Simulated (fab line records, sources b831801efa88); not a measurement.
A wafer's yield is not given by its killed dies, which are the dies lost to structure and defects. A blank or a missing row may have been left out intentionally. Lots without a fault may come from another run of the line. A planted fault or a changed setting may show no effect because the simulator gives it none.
Which tool did it?    flow gf180mcu    12 lots with 36 wafers sampled at 5 steps, on a route of 602 steps

== WHAT THE GAUGES READ, wafer by wafer ==
GF_STI_THK_MEAS_24.
lot   measured     on            STI_CVD_23_THK (nm)
L397  day 2 10:19  filmMetro-01  656 662 659
L399  day 2 18:50  filmMetro-04  653 649 646
L400  day 3 01:06  filmMetro-01  646 653 642
L401  day 3 05:43  filmMetro-02  633 638 642
L402  day 3 10:53  filmMetro-04  646 646 652
L403  day 3 16:28  filmMetro-02  662 648 654
L404  day 3 21:20  filmMetro-02  643 647 643
L411  day 5 08:16  filmMetro-02  641 648 643
L414  day 6 00:16  filmMetro-02  645 649 641
L417  day 6 17:20  filmMetro-01  657 656 658
L418  day 6 20:58  filmMetro-01  648 651 650
L419  day 7 01:50  filmMetro-01  648 650 654

GF_MVSD_TW_MEAS_11.
lot   measured      on            MVSD_TW
L397  day 4 18:16   filmMetro-03  1558 1565 1558
L399  day 5 05:07   filmMetro-02  1574 1571 1590
L400  day 5 10:39   filmMetro-02  1580 1574 1568
L401  day 5 15:45   filmMetro-04  1587 1583 1579
L402  day 5 22:19   filmMetro-02  1570 1570 1584
L403  day 6 05:11   filmMetro-04  1578 1582 1575
L404  day 6 10:56   filmMetro-03  1573 1573 1575
L411  day 8 02:18   filmMetro-03  1695 1705 1708
L414  day 8 17:33   filmMetro-04  1723 1732 1730
L417  day 9 14:38   filmMetro-04  1566 1570 1567
L418  day 9 18:01   filmMetro-03  1580 1584 1589
L419  day 10 00:04  filmMetro-02  1577 1588 1582

GF_MVPSD_TW_MEAS_11.
lot   measured      on            MVPSD_TW
L397  day 5 08:48   filmMetro-04  552.3 554.5 551.7
L399  day 5 20:06   filmMetro-02  552.7 555.5 557.2
L400  day 6 01:36   filmMetro-03  554.0 549.7 551.0
L401  day 6 06:53   filmMetro-02  554.3 554.0 555.7
L402  day 6 13:25   filmMetro-04  553.0 554.0 549.2
L403  day 6 20:15   filmMetro-04  552.9 554.1 551.5
L404  day 7 02:41   filmMetro-04  556.1 553.5 551.7
L411  day 8 18:58   filmMetro-02  548.7 554.4 551.1
L414  day 9 11:21   filmMetro-02  551.6 551.6 553.6
L417  day 10 07:53  filmMetro-02  557.6 554.8 555.6
L418  day 10 11:59  filmMetro-02  550.8 553.4 557.1
L419  day 10 18:37  filmMetro-02  555.6 556.2 556.1

GF_VT_IMPLANT_RS_MEAS_46: measures by four-point-probe.
lot   measured      on            MVSD_RS (ohm/sq)
L397  day 7 22:20   filmMetro-02  456.6 457.2 457.1
L399  day 8 10:34   filmMetro-02  456.1 456.1 456.9
L400  day 8 16:58   filmMetro-02  454.8 456.7 456.5
L401  day 8 21:43   filmMetro-02  455.1 457.4 455.1
L402  day 9 06:16   filmMetro-04  454.3 453.0 454.1
L403  day 9 14:34   filmMetro-03  457.8 456.8 456.8
L404  day 9 22:01   filmMetro-02  455.8 455.7 456.1
L411  day 11 18:16  filmMetro-04  395.1 394.5 392.9
L414  day 12 12:13  filmMetro-03  394.7 393.8 393.4
L417  day 13 11:37  filmMetro-02  457.1 457.7 458.5
L418  day 13 15:49  filmMetro-03  456.1 456.1 454.4
L419  day 13 23:01  filmMetro-04  454.9 455.6 455.2

== TOOL THAT RAN EACH LOT (tool first, then ch and the chambers of the sampled wafers, then the start) ==
lot   GF_MVSD_IMPLANT_08
L397  implanter-02 ch 0, day 4 17:53
L399  implanter-02 ch 0, day 5 04:44
L400  implanter-02 ch 0, day 5 10:15
L401  implanter-01 ch 0, day 5 15:21
L402  implanter-02 ch 0, day 5 21:56
L403  implanter-01 ch 0, day 6 04:47
L404  implanter-02 ch 0, day 6 10:32
L411  implanter-04 ch 0, day 8 01:55
L414  implanter-04 ch 0, day 8 17:10
L417  implanter-02 ch 0, day 9 14:14
L418  implanter-02 ch 0, day 9 17:38
L419  implanter-02 ch 0, day 9 23:41
- GF_MVSD_IMPLANT_08

== WHAT THE TOOLS THEMSELVES READ (means of the sampled wafers that have a number; where no wafer has one, the mark that the record gives instead) ==
GF_MVSD_IMPLANT_08.
lot   tool          doseIonsCm2  faradayCurrentUA
L397  implanter-02  1.6000e+13   87.9
L399  implanter-02  1.5998e+13   92.1
L400  implanter-02  1.6001e+13   91.7
L401  implanter-01  1.6013e+13   89.3
L402  implanter-02  1.6010e+13   91.0
L403  implanter-01  1.5991e+13   91.5
L404  implanter-02  1.5972e+13   90.3
L411  implanter-04  2.1458e+13   120.8
L414  implanter-04  2.1458e+13   119.6
L417  implanter-02  1.5990e+13   91.1
L418  implanter-02  1.6010e+13   90.1
L419  implanter-02  1.5983e+13   88.5

== THE ANSWER, worked out from the rows above alone ==
Rule: what is usual is taken from the lots themselves. Put in order of their means at a reading, lots are off if they are a third of the lots or fewer, leave a main group of 4 or more, and stand apart from it by a gap of 3 or more times the standard deviation of the main group's means; of several such gaps the widest counts. If all means in a main group match to the digits the tables above print for the reading, that group is not used. A lot without any number at a reading at which 4 lots or more have one is off too. The other lots that the step has rows for count as sound. After the gauges, taken in route order, come the tools' own readings; for these a lot's mean is taken, as printed above. At the first step where some lot is off, the reading lying furthest off is the one used; lots without a number count as furthest.
Off: L411, L414, seen at GF_MVSD_TW_MEAS_11 (MVSD_TW). The main group has a mean of 1576 with a standard deviation of 7.
A tool fits if, at a process step before that reading, it ran every lot that is off, and no sound lot after the first of them. Not tried: the gauges at GF_MVSD_TW_MEAS_11; whatever is off there is also off at GF_MVSD_IMPLANT_08, on other tools, and gauge error can't account for it. One candidate fits, namely implanter-04 at GF_MVSD_IMPLANT_08. It ran no sound lot before its first lot that is off in this sample, so the start can't be narrowed down.
The tool's own readings at GF_MVSD_IMPLANT_08 bear it out: on the lots that are off they differ by more than 5 times the standard deviation of the sound lots' means. doseIonsCm2 reads 2.1458e+13 there against 1.5997e+13 on the sound lots; faradayCurrentUA reads 120.2 there against 90.3 on the sound lots.

== WHAT THE SIMULATOR PUT IN ==
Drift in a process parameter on implanter-04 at GF_MVSD_IMPLANT_08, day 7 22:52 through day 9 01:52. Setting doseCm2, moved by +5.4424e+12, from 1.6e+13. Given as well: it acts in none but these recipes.
Struck lots among those shown: L411, L414. The rule given above showed the same thing.
